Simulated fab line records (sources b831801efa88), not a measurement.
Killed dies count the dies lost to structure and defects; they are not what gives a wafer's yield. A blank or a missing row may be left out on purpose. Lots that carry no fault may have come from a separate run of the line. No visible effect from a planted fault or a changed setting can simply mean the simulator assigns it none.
A struck lot beside a sound one / flow sfq-line / 14 out of 325 route steps
Sound: these wafers, L425.1, L425.2, L425.5. Struck: wafers L430.4, L430.5. (L430.6 of the same lot was not struck and is left out.) The cause comes at the end.
Order at every step that has rows: each side's tool, ch and its chambers, its first start. Under that, the readings that differ: sound wafers / struck wafers / difference of the means / sigmas: that difference in standard deviations of wafers without a fault.
alike: readings whose means differ by less than 2 such deviations, and words and numbers that are the same on both sides. not compared: withheld readings, readings that some wafer has no value for, bounds like >300 that may hide the same value, and numbers for which the record gives no deviation and whose values overlap.
The two part at a step that has a row with sigmas, a row that says differs or no value, or rows on one side only. Numbers that have no deviation but don't overlap get no sigmas and don't part them. A reading that every wafer of one side lacks parts them only if that side has two wafers or more.

first, 6 steps without rows for these wafers: SFQ_TRILAYER_M0_LITHO_COAT_026 (resist thk 62 nm); SFQ_TRILAYER_M0_LITHO_COAT_021 (resist thk 600 nm); SFQ_TRILAYER_M0_LITHO_SOFTBAKE_025; SFQ_TRILAYER_M0_LITHO_EXPOSE_022 (exposes mask M0, target cd 500 nm); SFQ_TRILAYER_M0_LITHO_PEB_024 (peb time 60 s); SFQ_TRILAYER_M0_LITHO_DEVELOP_023 (time 60 s).
SFQ_M0_OVL_MEAS_906:
  sound on overlay-01, day 15 03:26; struck on overlay-02, day 17 07:26
  alike: M0_OVL
SFQ_TRILAYER_M0_BARC_OPEN_METAL_ETCH_031: etches BARC in O2, target depth 125 nm, time 41.7 s.
  sound on rie-metal-02 ch 0,1, day 15 03:29; struck on rie-metal-04 ch 0,1, day 17 07:28
reading=oes-product-au (a.u.); sound=0.689 0.685 0.686; struck=0.678 0.676; difference=-0.010; sigmas=-2
  alike: drypump-motor-current-A
  not compared: rf-hours-counter-h
SFQ_TRILAYER_M0_ETCH_METAL_ETCH_024: etches Nb in Cl2/Ar, stops on SiO2, target depth 240 nm, time 120 s.
  sound on rie-metal-02 ch 0,1, day 15 03:32; struck on rie-metal-04 ch 0,1, day 17 07:34
  alike: drypump-motor-current-A, oes-product-au
  not compared: rf-hours-counter-h
SFQ_TRILAYER_M0_STRIP_STRIP_025: strips in O2.
  sound on rie-metal-02 ch 0,1, day 15 03:40; struck on rie-metal-04 ch 0,1, day 17 07:50
  alike: drypump-motor-current-A, oes-product-au
  not compared: rf-hours-counter-h
then, 1 step without rows for these wafers: SFQ_TRILAYER_M0_STRIP_SOLV_CLEAN_026 (cleans in NMP, time 600 s).
SFQ_TRILAYER_I0_DEP_PECVD_027: deposits SiO2 from SiH4/N2O, time 111.11 s, target thk 500 nm.
  sound on pecvd-04 ch 1,2, day 15 04:37; struck on pecvd-02 ch 1, day 17 08:27
reading=heater-power-w (W); sound=81 73 59; struck=111 98; difference=+34; sigmas=+2
reading=rf-fwd-power-W (W); sound=182.6 182.7 182.6; struck=108.5 108.0; difference=-74.4; sigmas=-99 or more
reading=showerhead-vpp-V (V); sound=843 838 838; struck=646 643; difference=-195; sigmas=-8
reading=model.SiO2_of_TRILAYER_I0_DEP_PECVD_027.thk-nm (nm); sound=495.2 500.3 505; struck=426.4 429.4; difference=-72.3; sigmas=
  alike: throttle-valve-pct
SFQ_TRILAYER_I0_CMP_CMP_028: polishes SiO2.
  sound on cmp-01 ch 1,2, day 15 08:20; struck on cmp-02 ch 1,2, day 17 09:02
reading=time-to-endpoint-s (s); sound=213 227 230; struck=166 164; difference=-58; sigmas=-9
  alike: edge-zone-pressure-frac, motor-current-A
SFQ_I0_BOW_MEAS_907:
  sound on film-metro-04, day 15 10:50; struck on film-metro-02, day 17 11:35
  alike: I0_BOW

WHERE THEY PART
Earliest at SFQ_TRILAYER_M0_BARC_OPEN_METAL_ETCH_031; latest, in this record, at SFQ_TRILAYER_I0_CMP_CMP_028. Later steps at which nothing parts them and some readings are alike: SFQ_I0_BOW_MEAS_907.

WHY: the cause the simulator had injected
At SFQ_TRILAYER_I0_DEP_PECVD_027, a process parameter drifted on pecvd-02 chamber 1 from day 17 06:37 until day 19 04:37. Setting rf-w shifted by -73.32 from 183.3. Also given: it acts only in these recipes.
